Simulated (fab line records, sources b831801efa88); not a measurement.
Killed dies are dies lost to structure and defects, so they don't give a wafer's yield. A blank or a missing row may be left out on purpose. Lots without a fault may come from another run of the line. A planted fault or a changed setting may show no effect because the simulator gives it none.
fab line records | flow gf180mcu
record lots=6 wafers=18 last_day=33
route steps=602 shown M4@457
lots that met no fault: from a run of the same line without faults
start_h: hours from the record's first day to the start of the lot's first wafer shown | wait_h: hours since the lot's step before | " the same as in the row above | L1.1+2: a row that stands for several wafers | - no value, or no start given | * or withheld: withheld | < > ~ a bound
route shown NAME@n: a module of which the file shows steps, and the number in the route of the first | usual: mean/standard deviation of fault-free wafers | same: alike in all rows | chamber/n: place in a boat | sites: the reading at each site | _std_site: their standard deviation | _edge_site: outer sites' mean less inner sites' | radius_mm: how far each site lies from the wafer's centre | mask NAME#n: copy n | behind: the tool/chamber that last shaped the wafer | hold: why the lot was held/for how many hours/how that ended | device: the transistor (n, p or np) that didn't switch | end of line: the same wafers' tests at the end of the route | a step without rows: its recipe alone | killed: dies lost to structure and defects at the first sort, not the wafer's yield | map: a wafer's dies, x killed, . not, _ none there
set.NAME: the setting as run; set.NAME@STEP: as run at that earlier step | model.NAME: the simulator's own value behind a step, which no gauge read
lots at some steps of the route; a table a step, a row a wafer
services: from which hour (start_h, from the record's first day; less than 0 if before it) a tool's chamber was out of use, for how many hours, and why
## steps
# step GF_M4_SPUTTER_01
# recipe material=TiN target_thk_nm=30 power_w=6500 time_s=25 chamber_pressure_pa=0.4
# usual throttle_valve_pct=30.3/0.61
# columns lot.wafer tool chamber start_h wait_h throttle_valve_pct
L948.1 pvd_sputter-01 - 512.44 0.1 30.3
L948.2 " - " " 30.3
L948.3 " - " " 30.6
L951.2 pvd_sputter-01 - 544.21 0.1 30.3
L951.4 " - " " 30.7
L951.6 " - " " 30.3
L955.1 pvd_sputter-01 - 585.16 0.1 29.0
L955.2 " - " " 30.2
L955.4 " - " " 30.2
L956.2 pvd_sputter-01 - 595.17 0.1 30.0
L956.3 " - " " 30.1
L956.4 " - " " 30.4
L963.3 pvd_sputter-03 - 647.03 0.1 29.0
L963.5 " - " " 29.1
L963.6 " - " " 31.4
L965.1 pvd_sputter-03 - 663.07 0.1 30.3
L965.3 " - " " 30.8
L965.6 " - " " 30.4
# step GF_M4_SPUTTER_02
# recipe material=AlCu target_thk_nm=450 power_w=10600 time_s=23.9 chamber_pressure_pa=0.4
# usual throttle_valve_pct=30.3/0.65
# columns lot.wafer tool chamber start_h wait_h throttle_valve_pct
L948.1 pvd_sputter-01 - 512.47 0.0 30.5
L948.2 " - " " 30.5
L948.3 " - " " 30.4
L951.2 pvd_sputter-01 - 544.24 0.0 30.1
L951.4 " - " " 30.8
L951.6 " - " " 30.5
L955.1 pvd_sputter-01 - 585.19 0.0 29.1
L955.2 " - " " 30.4
L955.4 " - " " 30.3
L956.2 pvd_sputter-01 - 595.20 0.0 30.3
L956.3 " - " " 30.0
L956.4 " - " " 30.6
L963.3 pvd_sputter-03 - 647.06 0.0 29.0
L963.5 " - " " 28.6
L963.6 " - " " 31.2
L965.1 pvd_sputter-03 - 663.10 0.0 30.2
L965.3 " - " " 30.9
L965.6 " - " " 30.1
# step GF_M4_SPUTTER_03
# recipe material=Ti target_thk_nm=10 substrate_temp_c=300 chamber_pressure_pa=0.3 power_w=3000 time_s=6.7
# usual throttle_valve_pct=30.3/0.63
# columns lot.wafer tool chamber start_h wait_h throttle_valve_pct
L948.1 pvd_sputter-01 - 512.50 0.0 30.1
L948.2 " - " " 30.0
L948.3 " - " " 30.6
L951.2 pvd_sputter-01 - 544.27 0.0 30.0
L951.4 " - " " 30.3
L951.6 " - " " 30.6
L955.1 pvd_sputter-01 - 585.23 0.0 29.1
L955.2 " - " " 30.1
L955.4 " - " " 30.0
L956.2 pvd_sputter-01 - 595.23 0.0 30.3
L956.3 " - " " 30.1
L956.4 " - " " 30.6
L963.3 pvd_sputter-03 - 647.09 0.0 29.0
L963.5 " - " " 29.0
L963.6 " - " " 31.1
L965.1 pvd_sputter-03 - 663.13 0.0 30.1
L965.3 " - " " 30.9
L965.6 " - " " 30.4
# step GF_M4_SPUTTER_04
# recipe material=TiN target_thk_nm=50 power_w=6500 time_s=41.7 chamber_pressure_pa=0.4
# usual throttle_valve_pct=30.3/0.62
# columns lot.wafer tool chamber start_h wait_h throttle_valve_pct
L948.1 pvd_sputter-01 - 512.52 0.0 30.3
L948.2 " - " " 30.2
L948.3 " - " " 30.5
L951.2 pvd_sputter-01 - 544.29 0.0 30.2
L951.4 " - " " 30.5
L951.6 " - " " 30.1
L955.1 pvd_sputter-01 - 585.25 0.0 28.9
L955.2 " - " " 30.0
L955.4 " - " " 30.3
L956.2 pvd_sputter-01 - 595.25 0.0 30.2
L956.3 " - " " 30.4
L956.4 " - " " 30.7
L963.3 pvd_sputter-03 - 647.11 0.0 28.7
L963.5 " - " " 28.8
L963.6 " - " " 31.2
L965.1 pvd_sputter-03 - 663.15 0.0 30.2
L965.3 " - " " 31.1
L965.6 " - " " 30.2
# step GF_M4_RS_MEAS_05
# recipe thk_meas_gauge=four-point-probe reads=TiN_of_M4_SPUTTER_04+Ti_of_M4_SPUTTER_03+AlCu_of_M4_SPUTTER_02+TiN_of_M4_SPUTTER_01+Ti_of_M4_SPUTTER_00
# usual M4_ALCU_RS=0.0694/0.00072
# columns lot.wafer tool chamber start_h wait_h M4_ALCU_RS[ohm/sq]
L948.1 film_metro-01 - 512.56 0.0 0.0700
L948.2 " - " " 0.0694
L948.3 " - " " 0.0702
L951.2 film_metro-02 - 544.36 0.0 0.0699
L951.4 " - " " 0.0703
L951.6 " - " " 0.0697
L955.1 film_metro-04 - 585.29 0.0 0.0695
L955.2 " - " " 0.0700
L955.4 " - " " 0.0707
L956.2 film_metro-04 - 595.32 0.0 0.0696
L956.3 " - " " 0.0693
L956.4 " - " " 0.0694
L963.3 film_metro-04 - 647.19 0.1 0.0694
L963.5 " - " " 0.0691
L963.6 " - " " 0.0683
L965.1 film_metro-01 - 663.19 0.0 0.0691
L965.3 " - " " 0.0684
L965.6 " - " " 0.0698
# step GF_M4_THK_MEAS_06
# recipe thk_meas_gauge=xrf reads=AlCu_of_M4_SPUTTER_02
# usual M4_ALCU_THK=463/5.3
# columns lot.wafer tool chamber start_h wait_h M4_ALCU_THK[nm]
L948.1 film_metro-01 - 512.68 0.1 458
L948.2 " - " " 461
L948.3 " - " " 458
L951.2 film_metro-02 - 544.47 0.1 466
L951.4 " - " " 461
L951.6 " - " " 467
L955.1 film_metro-04 - 585.41 0.1 465
L955.2 " - " " 463
L955.4 " - " " 457
L956.2 film_metro-04 - 595.43 0.1 462
L956.3 " - " " 464
L956.4 " - " " 464
L963.3 film_metro-04 - 647.29 0.1 461
L963.5 " - " " 463
L963.6 " - " " 471
L965.1 film_metro-01 - 663.31 0.1 465
L965.3 " - " " 468
L965.6 " - " " 457
# step GF_M4_DEHYDRATE_07
# recipe temp_c=200 time_s=60
# step GF_M4_HMDS_08
# recipe prime_time_s=60 prime_temp_c=120
# step GF_M4_COAT_09
# recipe resist=KrF spin_rpm=withheld resist_thk_nm=1000
# step GF_M4_SOFTBAKE_10
# recipe temp_c=130 time_s=60 resist=KrF
# step GF_M4_EXPOSE_11
# recipe mask_id=Metal4 target_cd_nm=280 na=0.68 source_shape=conventional sigma_outer=0.6 dose_mj=28
# step GF_M4_PEB_12
# recipe peb_temp_c=135 peb_time_s=90 resist=KrF
# step GF_M4_DEVELOP_13
# recipe develop_time_s=60 dev_temp_c=21
# usual chill_plate_temp_C=23.00/0.096 develop_time_s=60/0
# columns lot.wafer tool chamber start_h wait_h chill_plate_temp_C develop_time_s model.KrF_of_M4_COAT_09.thk_nm
L948.1 litho_track-04 0 535.62 0.2 23.07 60 978.3
L948.2 " 0 " " 23.05 60 979.8
L948.3 " 0 " " 22.95 60 980.2
L951.2 litho_track-03 0 566.38 0.2 22.90 60 986.1
L951.4 " 0 " " 22.99 60 987.7
L951.6 " 0 " " 22.97 60 985.5
L955.1 litho_track-04 - 605.57 0.2 - - 998.5
L955.2 " - " " - - 1002
L955.4 " - " " - - 993.1
L956.2 litho_track-03 - 616.37 0.2 - - 999
L956.3 " - " " - - 998.3
L956.4 " - " " - - 1002
L963.3 litho_track-04 0 665.57 0.1 22.94 60 980.8
L963.5 " 0 " " 22.93 60 980
L963.6 " 0 " " 23.03 60 978.9
L965.1 litho_track-02 0 681.65 0.2 22.98 60 985.6
L965.3 " 0 " " 22.85 60 987.9
L965.6 " 0 " " 22.96 60 985.9
# step GF_M4_CD_MEAS_14
# recipe target_cd_nm=280
# usual cd_nm=280.1/1.4
# columns lot.wafer tool chamber start_h wait_h cd_nm
L948.1 cd_sem-02 - 535.77 0.1 278.7
L948.2 " - " " 280.0
L948.3 " - " " 278.4
L951.2 cd_sem-02 - 566.52 0.1 278.1
L951.4 " - " " 277.8
L951.6 " - " " 277.1
L955.1 cd_sem-02 - 605.72 0.1 -
L955.2 " - " " -
L955.4 " - " " -
L956.2 cd_sem-02 - 616.52 0.1 -
L956.3 " - " " -
L956.4 " - " " -
L963.3 cd_sem-01 - 665.71 0.1 281.7
L963.5 " - " " 282.0
L963.6 " - " " 280.5
L965.1 cd_sem-02 - 681.80 0.1 281.3
L965.3 " - " " 282.2
L965.6 " - " " 281.7
## services
# columns tool chamber start_h hours kind
pvd_sputter-03 - 572.87 8.8 repair
pvd_sputter-03 2 626.56 - consumable_replace:kit
pvd_sputter-03 2 626.56 18.0 scheduled_down
pvd_sputter-03 2 626.56 18.0 vent_cycle
pvd_sputter-03 - 642.58 1.7 repair
pvd_sputter-01 3 648.22 - consumable_replace:kit
pvd_sputter-01 3 648.22 18.0 scheduled_down
pvd_sputter-01 3 648.22 18.0 vent_cycle
## key
first_sign step=GF_M4_DEVELOP_13 reading=tool_record direction=missing
effect none on later readings
model_effect step=GF_M4_DEVELOP_13 value=KrF_of_M4_COAT_09.thk_nm without=983.9 struck=998.8
met_at GF_M4_DEVELOP_13
struck_wafers L955.1,L955.2,L955.4,L956.2,L956.3,L956.4
later_rows_left_out L955.1,L955.2,L955.4,L956.2,L956.3,L956.4
sort_left_out L955.1,L955.2,L955.4,L956.2,L956.3,L956.4
onset_between 566.38 605.57
fault kind=skipped_step_whole tool=litho_track-03,litho_track-04 chamber=- onset_h=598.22 steps=GF_M4_DEVELOP_13 scope=struck_lots_only
# sort_left_out: the simulated sort isn't trusted on such a fault, so these wafers' sort isn't shown, and their yield isn't known
# later_rows_left_out: the simulator's readings of these wafers behind a module that went badly wrong aren't trusted and aren't shown, but for the sort
